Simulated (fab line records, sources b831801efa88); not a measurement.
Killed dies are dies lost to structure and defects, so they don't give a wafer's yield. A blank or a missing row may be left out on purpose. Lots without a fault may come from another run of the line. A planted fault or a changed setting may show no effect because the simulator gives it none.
Which tool did it? | flow gf180mcu | 6 lots, 18 wafers sampled, at 2 steps of a route of 602

WHAT THE GAUGES READ, wafer by wafer
GF_M1_OVL_MEAS_15.
lot  | measured     | on         | M1_OVL (nm)
L255 | day 17 09:29 | overlay-01 | -10 7 -2
L258 | day 18 15:11 | overlay-02 | -6 -10 0
L264 | day 20 22:04 | overlay-01 | -10 -8 2
L271 | day 23 10:55 | overlay-02 | -4 5 0
L273 | day 23 22:35 | overlay-01 | 0 -1 0
L275 | day 24 15:29 | overlay-02 | -10 -12 -1

WHICH TOOL RAN EACH LOT (tool, then ch and the chambers of the sampled wafers, then the start)
lot  | GF_CONTACT_CVD_24
L255 | cvd_w-02 ch 0,1, day 16 10:00
L258 | cvd_w-02 ch 0,1, day 17 14:52
L264 | cvd_w-01 ch 0,1, day 19 20:41
L271 | cvd_w-02 ch 0,1, day 22 11:21
L273 | cvd_w-01 ch 0,1, day 22 23:22
L275 | cvd_w-02 ch 0,1, day 23 15:57
- GF_CONTACT_CVD_24: deposits W, target thk 300 nm, time 90.339 s.

THE ANSWER, worked out from the rows above alone
Rule: what is usual is taken from the lots themselves. Put in order of their means at a reading, lots are off if they are a third of the lots or fewer, leave a main group of 4 or more, and stand apart from it by a gap of 3 or more times the standard deviation of the main group's means; of several such gaps the widest counts. A main group whose means are all the same, to the digits that the tables above print for the reading, isn't used. A lot without any number at a reading at which 4 lots or more have one is off too. The other lots that the step has rows for count as sound.
No lot is off at any reading shown: from this, nothing can be told.

WHAT THE SIMULATOR HAD PUT IN
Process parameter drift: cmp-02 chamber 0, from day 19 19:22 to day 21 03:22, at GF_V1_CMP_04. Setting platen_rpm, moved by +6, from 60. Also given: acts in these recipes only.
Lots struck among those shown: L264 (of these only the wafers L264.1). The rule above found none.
